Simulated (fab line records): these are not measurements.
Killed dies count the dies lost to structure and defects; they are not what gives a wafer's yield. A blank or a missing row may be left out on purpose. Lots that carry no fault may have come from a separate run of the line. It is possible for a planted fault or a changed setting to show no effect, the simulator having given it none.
2 desks, one fault / flow gf180mcu / each desk has only its own numbers; what lay behind them comes last

## METROLOGY DESK
Means of the sampled wafers that have a number, per lot and without regard to the tool the lot ran on: this is what the gauges read. Marked OUT: a lot whose mean sits more than 4 standard deviations from the usual mean, which makes it out of limits; the brackets give that distance. Shown here are 7 of its 9 readings, the ones lying furthest out on some lot.
Columns: A = CONTACT_W_RS at GF_CONTACT_RS_MEAS_25, usual 0.384 ohm/sq; B = CONTACT_W_THK at GF_CONTACT_THK_MEAS_26, usual 297 nm; C = M1_ALCU_RS at GF_M1_RS_MEAS_05, usual 0.0695 ohm/sq; D = M1_ALCU_THK at GF_M1_THK_MEAS_06, usual 448 nm; E = cd_nm at GF_M1_CD_MEAS_14, usual 230.1 nm; F = M1_OVL at GF_M1_OVL_MEAS_15, usual -3 nm; G = V1_CVD_02_THK at GF_V1_THK_MEAS_03, usual 851 nm
lot=L174; first seen here=day 15 23:57; A=0.386; B=297; C=0.0693; D=445; E=232.2; F=-2; G=869
lot=L179; first seen here=day 17 23:53; A=0.381; B=299; C=0.0690; D=452; E=229.9; F=-2; G=846
lot=L180; first seen here=day 18 11:35; A=0.380; B=301; C=0.0706; D=439; E=229.4; F=-0; G=855
lot=L184; first seen here=day 20 02:47; A=0.385; B=298; C=0.0710; D=439; E=227.7; F=-5; G=844
lot=L195; first seen here=day 23 21:40; A=0.385; B=297; C=0.0689; D=452; E=230.0; F=-11; G=849
This desk's finding: nothing out of limits on any of the 5 lots.

## AT THE TOOL OWNER'S DESK: pvd_sputter-02
The tool's own readings at GF_M1_SPUTTER_03 (material Ti, target thk 10 nm, time 6.7 s): means of the sampled wafers that have a number, for each lot that ran on this tool. Marked OUT: a lot whose mean sits more than 4 standard deviations from the usual mean, which makes it out of limits; the brackets give that distance.
Columns: A = throttle_valve_pct at GF_M1_SPUTTER_03, usual 30.2 %
lot=L180; first seen here=day 18 12:12; A=29.6
lot=L184; first seen here=day 20 03:26; A=29.9
This desk's finding: nothing out of limits on any of the 2 lots.

## ALL TOGETHER
Metrology desk: nothing out of limits seen.
The tool owner's desk saw nothing out of limits.

## WHAT THE SIMULATOR HAD PUT IN
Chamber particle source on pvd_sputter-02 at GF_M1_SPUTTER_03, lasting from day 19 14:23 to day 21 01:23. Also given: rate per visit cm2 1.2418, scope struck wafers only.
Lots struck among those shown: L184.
